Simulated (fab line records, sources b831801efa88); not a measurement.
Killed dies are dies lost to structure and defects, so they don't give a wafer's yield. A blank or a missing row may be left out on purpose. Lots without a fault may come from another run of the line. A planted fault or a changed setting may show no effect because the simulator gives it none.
Split-lot experiment | flow gf180mcu | 5 lots, 23 wafers read, on a route of 602 steps

THE SPLIT
At GF_PSD_DEVELOP_06 (develop time 60 s), the setting dev_temp_c was moved away from the recipe's 23 C on 7 of the 23 wafers read, by +6.7% to +13.0%. The other wafers ran this setting at the recipe's value.

The file shows no step between the split and the reading.

THE READING
cd_nm, in nm, at GF_PSD_CD_MEAS_07 (target cd 400 nm). Fault-free wafers of this fab line usually give 400.9 nm, standard deviation 2.2 nm.

wafer  | tool, chamber at the split | dev_temp_c as run, C | against the recipe | cd_nm, nm | against lot-mates on the recipe
L079.1 | litho_track-01, 0          | 23                   | recipe             | 399.0     | -
L079.2 | litho_track-01, 0          | 25.13                | +9.3%              | 392.6     | -6.6
L079.4 | litho_track-01, 0          | 25.13                | +9.3%              | 392.4     | -6.8
L079.5 | litho_track-01, 0          | 23                   | recipe             | 399.2     | -
L079.6 | litho_track-01, 0          | 23                   | recipe             | 399.4     | -
L082.2 | litho_track-02, 0          | 25.99                | +13.0%             | 391.0     | -11.2
L082.3 | litho_track-02, 0          | 23                   | recipe             | 402.1     | -
L082.4 | litho_track-02, 0          | 25.99                | +13.0%             | 390.5     | -11.7
L082.5 | litho_track-02, 0          | 23                   | recipe             | 402.5     | -
L082.6 | litho_track-02, 0          | 23                   | recipe             | 401.9     | -
L083.2 | litho_track-01, 0          | 23                   | recipe             | 404.5     | -
L083.4 | litho_track-01, 0          | 23                   | recipe             | 402.5     | -
L083.5 | litho_track-01, 0          | 23                   | recipe             | 405.1     | -
L084.1 | litho_track-02, 0          | 24.55                | +6.7%              | 395.3     | -5.3
L084.2 | litho_track-02, 0          | 23                   | recipe             | 401.2     | -
L084.3 | litho_track-02, 0          | 23                   | recipe             | 400.1     | -
L084.5 | litho_track-02, 0          | 24.55                | +6.7%              | 396.1     | -4.5
L084.6 | litho_track-02, 0          | 24.55                | +6.7%              | 397.3     | -3.3
L085.1 | litho_track-02, 0          | 23                   | recipe             | 400.2     | -
L085.2 | litho_track-02, 0          | 23                   | recipe             | 402.4     | -
L085.3 | litho_track-02, 0          | 23                   | recipe             | 399.8     | -
L085.4 | litho_track-02, 0          | 23                   | recipe             | 399.2     | -
L085.6 | litho_track-02, 0          | 23                   | recipe             | 398.9     | -

THE FIT
A straight line over all 23 wafers: cd_nm changes by -0.82 nm for each +1% of dev_temp_c; r = -0.91; the points scatter about the line by 1.7 nm.
The same after taking each lot's own level away (the mean of its wafers on the recipe; 23 wafers): -0.8 nm for each +1%; r = -0.97; scatter 0.98 nm.
On that fit, the largest move of dev_temp_c shifts the reading by 10 nm.
The lots' own levels span 399.20 to 404.03 nm, that is 2.2 times the standard deviation above.
So the lot-to-lot level changes the slope little: the two slopes agree.
Check: with one of the wafers moved furthest among these (+13.0%) left out of the fit, the line predicts -9.99 nm for it against its lot-mates. It came out at -11.2 nm against them.

OTHER SPLITS ON THESE WAFERS
These wafers also went through other splits before the reading. Each is held against what the fit with the lots' levels taken away leaves over:
other split on the same wafers  | wafers away from the commonest value | r with cd_nm (lot level and that fit taken away)
GF_HV_LDD_IMPLANT_21 dose_cm2   | 10                                   | +0.21
GF_HV_LDD_COAT_41 resist_thk_nm | 7                                    | +0.32
GF_HV_LDD_EXPOSE_43 dose_mj     | 3                                    | +0.28
GF_NSD_IMPLANT_09 dose_cm2      | 11                                   | +0.41

THE FILE'S OWN FIT
cd_nm changes by -0.801 nm for each +1% of dev_temp_c, r = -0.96.
